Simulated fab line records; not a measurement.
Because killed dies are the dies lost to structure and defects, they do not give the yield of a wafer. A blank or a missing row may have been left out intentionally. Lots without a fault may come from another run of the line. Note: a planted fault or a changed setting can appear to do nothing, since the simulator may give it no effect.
Which tool did it? :: flow sky130 :: 12 lots with 36 wafers sampled at 4 steps, on a route of 708 steps

== WHAT THE GAUGES READ, wafer by wafer ==
SKY_VT_ADJUST_HVTR_TW_MEAS_11. Usual: VT_ADJUST_HVTR_TW gives 212.6 (standard deviation 2.1).
lot: L625
measured: day 9 12:22
on: film metro-04
VT_ADJUST_HVTR_TW: 212.2 211.0 211.6
flag: 

lot: L628
measured: day 10 12:56
on: film metro-02
VT_ADJUST_HVTR_TW: 215.6 215.6 214.8
flag: 

lot: L630
measured: day 10 23:46
on: film metro-03
VT_ADJUST_HVTR_TW: 211.7 211.7 212.0
flag: 

lot: L632
measured: day 11 13:18
on: film metro-03
VT_ADJUST_HVTR_TW: 210.5 210.3 211.0
flag: 

lot: L633
measured: day 11 18:56
on: film metro-02
VT_ADJUST_HVTR_TW: 212.1 213.4 212.9
flag: 

lot: L640
measured: day 14 08:13
on: film metro-02
VT_ADJUST_HVTR_TW: 215.7 216.3 216.1
flag: 

lot: L642
measured: day 14 17:52
on: film metro-02
VT_ADJUST_HVTR_TW: 216.2 215.1 215.5
flag: 

lot: L643
measured: day 15 00:57
on: film metro-04
VT_ADJUST_HVTR_TW: 210.5 210.5 210.6
flag: 

lot: L644
measured: day 15 13:11
on: film metro-03
VT_ADJUST_HVTR_TW: 211.4 212.2 211.7
flag: 

lot: L645
measured: day 15 18:56
on: film metro-02
VT_ADJUST_HVTR_TW: 213.8 213.4 213.5
flag: 

lot: L646
measured: day 16 02:29
on: film metro-04
VT_ADJUST_HVTR_TW: 211.2 212.1 210.3
flag: 

lot: L647
measured: day 16 08:05
on: film metro-04
VT_ADJUST_HVTR_TW: 212.4 211.8 210.3
flag: 

SKY_POLY_GATE_THK_MEAS_04. Usual: POLY_GATE_CVD_03_THK gives 74.9 nm (standard deviation 0.68).
lot: L625
measured: day 15 07:01
on: film metro-02
POLY_GATE_CVD_03_THK (nm): 75.3 75.5 75.7
flag: 

lot: L628
measured: day 16 09:51
on: film metro-01
POLY_GATE_CVD_03_THK (nm): 73.4 73.8 73.7
flag: 

lot: L630
measured: day 17 03:59
on: film metro-01
POLY_GATE_CVD_03_THK (nm): 76.3 76.3 75.9
flag: 

lot: L632
measured: day 17 18:35
on: film metro-01
POLY_GATE_CVD_03_THK (nm): 41.9 41.7 42.0 41.9 41.6 42.0
flag: OFF

lot: L633
measured: day 17 23:23
on: film metro-02
POLY_GATE_CVD_03_THK (nm): 42.1 42.6 42.8 42.2 42.7 42.8
flag: OFF

lot: L640
measured: day 21 01:38
on: film metro-02
POLY_GATE_CVD_03_THK (nm): 74.5 75.8 74.4
flag: 

lot: L642
measured: day 21 12:44
on: film metro-04
POLY_GATE_CVD_03_THK (nm): 75.2 75.3 75.0
flag: 

lot: L643
measured: day 21 19:35
on: film metro-02
POLY_GATE_CVD_03_THK (nm): 74.0 73.9 74.4
flag: 

lot: L644
measured: day 22 08:23
on: film metro-01
POLY_GATE_CVD_03_THK (nm): 74.8 73.7 74.8
flag: 

lot: L645
measured: day 22 11:58
on: film metro-02
POLY_GATE_CVD_03_THK (nm): 74.7 75.0 75.1
flag: 

lot: L646
measured: day 22 22:26
on: film metro-02
POLY_GATE_CVD_03_THK (nm): 74.8 74.7 74.2
flag: 

lot: L647
measured: day 23 01:40
on: film metro-02
POLY_GATE_CVD_03_THK (nm): 74.5 74.5 74.7
flag: 

== TOOL THAT RAN EACH LOT (tool first, then ch and the chambers of the sampled wafers, then the start) ==
lot: L625
SKY_VT_ADJUST_NCORE_STRIP_10: plasma asher-01 ch 0,1, day 8 14:25
SKY_POLY_GATE_CVD_03: lpcvd-02 ch 0, day 15 05:40

lot: L628
SKY_VT_ADJUST_NCORE_STRIP_10: plasma asher-01 ch 0,1, day 9 14:07
SKY_POLY_GATE_CVD_03: lpcvd-02 ch 1, day 16 08:29

lot: L630
SKY_VT_ADJUST_NCORE_STRIP_10: plasma asher-02 ch 0, day 10 00:52
SKY_POLY_GATE_CVD_03: lpcvd-02 ch 0, day 17 01:57

lot: L632
SKY_VT_ADJUST_NCORE_STRIP_10: plasma asher-02 ch 0,1, day 10 13:26
SKY_POLY_GATE_CVD_03: lpcvd-02 ch 1, day 17 17:14

lot: L633
SKY_VT_ADJUST_NCORE_STRIP_10: plasma asher-01 ch 0,1, day 10 18:52
SKY_POLY_GATE_CVD_03: lpcvd-02 ch 0, day 17 22:01

lot: L640
SKY_VT_ADJUST_NCORE_STRIP_10: plasma asher-01 ch 0,1, day 13 06:07
SKY_POLY_GATE_CVD_03: lpcvd-02 ch 0, day 21 00:16

lot: L642
SKY_VT_ADJUST_NCORE_STRIP_10: plasma asher-02 ch 0,1, day 13 15:07
SKY_POLY_GATE_CVD_03: lpcvd-02 ch 1, day 21 11:22

lot: L643
SKY_VT_ADJUST_NCORE_STRIP_10: plasma asher-01 ch 0,1, day 13 22:26
SKY_POLY_GATE_CVD_03: lpcvd-02 ch 0, day 21 18:13

lot: L644
SKY_VT_ADJUST_NCORE_STRIP_10: plasma asher-01 ch 0,1, day 14 09:34
SKY_POLY_GATE_CVD_03: lpcvd-02 ch 1, day 22 06:19

lot: L645
SKY_VT_ADJUST_NCORE_STRIP_10: plasma asher-01 ch 0,1, day 14 15:32
SKY_POLY_GATE_CVD_03: lpcvd-02 ch 0, day 22 10:37

lot: L646
SKY_VT_ADJUST_NCORE_STRIP_10: plasma asher-01 ch 0,1, day 14 22:22
SKY_POLY_GATE_CVD_03: lpcvd-02 ch 0, day 22 21:04

lot: L647
SKY_VT_ADJUST_NCORE_STRIP_10: plasma asher-03 ch 0,1, day 15 04:23
SKY_POLY_GATE_CVD_03: lpcvd-02 ch 0, day 23 00:18
- SKY_VT_ADJUST_NCORE_STRIP_10: strips in O2/N2.
- SKY_POLY_GATE_CVD_03: deposits Si3N4 from DCS/NH3, target thk 75 nm, time 1290 s.

== WHAT THE TOOLS THEMSELVES READ (means of the sampled wafers that have a number; where no wafer has one, the mark that the record gives instead) ==
SKY_VT_ADJUST_NCORE_STRIP_10. Usual: drypump motor current A 5.9 A, standard deviation 0.47; oes product au 0.716 a.u., standard deviation 0.0044; strip time to endpoint s 14.17 s, standard deviation 0.045.
lot: L625
tool: plasma asher-01
drypump motor current A (A): 5.8
oes product au (a.u.): 0.718
strip time to endpoint s (s): 14.11
flag: 

lot: L628
tool: plasma asher-01
drypump motor current A (A): 5.8
oes product au (a.u.): 0.714
strip time to endpoint s (s): 14.20
flag: 

lot: L630
tool: plasma asher-02
drypump motor current A (A): 6.6
oes product au (a.u.): 0.716
strip time to endpoint s (s): 14.18
flag: 

lot: L632
tool: plasma asher-02
drypump motor current A (A): 6.0
oes product au (a.u.): 0.716
strip time to endpoint s (s): 14.19
flag: 

lot: L633
tool: plasma asher-01
drypump motor current A (A): 5.8
oes product au (a.u.): 0.717
strip time to endpoint s (s): 14.09
flag: 

lot: L640
tool: plasma asher-01
drypump motor current A (A): 5.8
oes product au (a.u.): 0.715
strip time to endpoint s (s): 14.21
flag: 

lot: L642
tool: plasma asher-02
drypump motor current A (A): 5.4
oes product au (a.u.): 0.711
strip time to endpoint s (s): 14.15
flag: 

lot: L643
tool: plasma asher-01
drypump motor current A (A): 5.8
oes product au (a.u.): 0.716
strip time to endpoint s (s): 14.13
flag: 

lot: L644
tool: plasma asher-01
drypump motor current A (A): 5.8
oes product au (a.u.): 0.717
strip time to endpoint s (s): 14.10
flag: 

lot: L645
tool: plasma asher-01
drypump motor current A (A): 5.8
oes product au (a.u.): 0.712
strip time to endpoint s (s): 14.17
flag: 

lot: L646
tool: plasma asher-01
drypump motor current A (A): 5.8
oes product au (a.u.): 0.713
strip time to endpoint s (s): 14.17
flag: 

lot: L647
tool: plasma asher-03
drypump motor current A (A): 6.2
oes product au (a.u.): 0.716
strip time to endpoint s (s): 14.07
flag: 

== THE ANSWER, worked out from the rows above alone ==
Rule: lot off if the mean of its wafers having a number is beyond 3 standard deviations from the usual mean. A lot without any number at a reading at which 4 lots or more have one is off too. Any other lot the step has rows for is counted as sound. Order of review: gauges by route order, followed by the tools' own readings, for which a lot's mean as printed above is used. The first step at which some lot is off is used, and at that step the reading that is off furthest; a lot without a number counts as furthest.
Off: at SKY_POLY_GATE_THK_MEAS_04 (POLY_GATE_CVD_03_THK), L632, L633.
A tool fits if, at a process step before that reading, it ran every lot that is off, and no sound lot after the first of them. The gauges at SKY_POLY_GATE_THK_MEAS_04 are tried like those tools. None of those tried fits.

== WHAT THE SIMULATOR PUT IN ==
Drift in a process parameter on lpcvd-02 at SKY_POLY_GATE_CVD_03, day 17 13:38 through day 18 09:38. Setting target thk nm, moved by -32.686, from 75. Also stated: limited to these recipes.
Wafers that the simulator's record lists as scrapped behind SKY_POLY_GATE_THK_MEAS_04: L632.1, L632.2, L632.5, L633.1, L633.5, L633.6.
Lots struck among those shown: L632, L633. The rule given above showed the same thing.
